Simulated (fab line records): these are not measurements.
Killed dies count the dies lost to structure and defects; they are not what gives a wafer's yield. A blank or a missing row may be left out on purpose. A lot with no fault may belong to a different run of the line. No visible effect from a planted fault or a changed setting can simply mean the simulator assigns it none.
Code-filled problem report in 8D (eight disciplines) form | flow gf180mcu | the parts of the form that need people (team, actions taken, sign-off) are left out

1. THE ISSUE
Mean of bias w at GF_M2_METAL_ETCH_16: 185.6 W across 4 wafers in 2 lots; on wafers with no fault it is 140.0 W (standard deviation 0.42). So: +99 or more standard deviations from the usual mean.
The step: etches the open film in Cl2/BCl3, stops on SiO2, target depth 750.8 nm, time 125.1 s.
Seen first at day 23 16:32 on rie metal-02, wafer L308.1. Wafers with a number at this step in the record: 36, from 12 lots. Rule for "out" (also "out of limits"): further than 4 standard deviations from the usual mean. Any other wafer with a number is counted as sound.

2. WHAT THIS IS AND IS NOT
question                    | is                             | is not
which readings at this step | bias w                         | drypump motor current A, throttle valve pct
which lots                  | L308, L309                     | L296, L297, L298, L301, L302, L303, L312, L317, L318, L319
which wafers of those lots  | L308.1, L308.4, L309.2, L309.6 | L308.2, L309.5
read on which tools         | rie metal-02                   | rie metal-01, rie metal-03
when                        | from day 23 16:32              | up to then (19 sound wafers); but 13 sound wafers of L309, L312, L317, L318, L319 came after

3. WHAT RULES OUT EACH SUSPECT
Counting: a tool at a process step up to the reading stays a suspect if it ran every lot that is out. Sound lots after the first of them don't rule it out here, since some wafers of a struck lot are sound.
- cvd w-01 at GF_V1_CVD_23 (deposits W, target thk 350 nm, time 105.05 s): kept. Every lot that is out went through it, the first being L308 (day 22 16:51); the last sound lot it ran before that was L302 (day 20 12:10).
- rie metal-02 at GF_M2_METAL_ETCH_16 (etches the open film in Cl2/BCl3, stops on SiO2, target depth 750.8 nm, time 125.1 s): kept. Every lot that is out went through it, the first being L308 (day 23 16:32); the last sound lot it ran before that was L303 (day 21 22:46). Its own bias w readings are out on those wafers.
- Within rie metal-02 at GF_M2_METAL_ETCH_16: the wafers that are out ran in chamber 1; their sound lot-mates ran in chamber 0.
The count leaves rie metal-02 at GF_M2_METAL_ETCH_16 and cvd w-01 at GF_V1_CVD_23.

4. THE CAUSE (what the simulator had put in)
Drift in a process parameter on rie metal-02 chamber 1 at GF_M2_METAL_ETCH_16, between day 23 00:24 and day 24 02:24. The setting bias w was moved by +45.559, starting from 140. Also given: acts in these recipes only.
Counting left 2 suspects, and this tool is among them.

5. THE EFFECT CHAIN, in route order
One row per reading whose mean, taken over the struck wafers that have a number, lies over 3 standard deviations from the usual. Readings are gone through only where the record gives a usual standard deviation; hours: the median, over the lots, of the time from a lot's start at the first step in this table giving one to that lot's start at this step; sigmas: the change measured in usual standard deviations.
hours | step                | reading                  | usual   | on struck wafers | change | sigmas
0     | GF_M2_METAL_ETCH_16 | bias w                   | 140.0 W | 185.6            | +45.6  | +99 or more
0     | GF_M2_STRIP_17      | strip time to endpoint s | 7.37 s  | 7.08             | -0.29  | -8.2
Its process steps:
- GF_M2_METAL_ETCH_16: etches the open film in Cl2/BCl3, stops on SiO2, target depth 750.8 nm, time 125.1 s.
- GF_M2_STRIP_17: strips in O2/N2.
At these later measuring or inspecting steps, every struck wafer for which the step has a row has a number for every such reading, and none has moved that far: GF_V2_THK_MEAS_03.

6. WHAT WOULD HAVE CAUGHT IT SOONER
First out-of-limits reading in this record: day 23 16:32, which is 16 hours after fault onset at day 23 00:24.
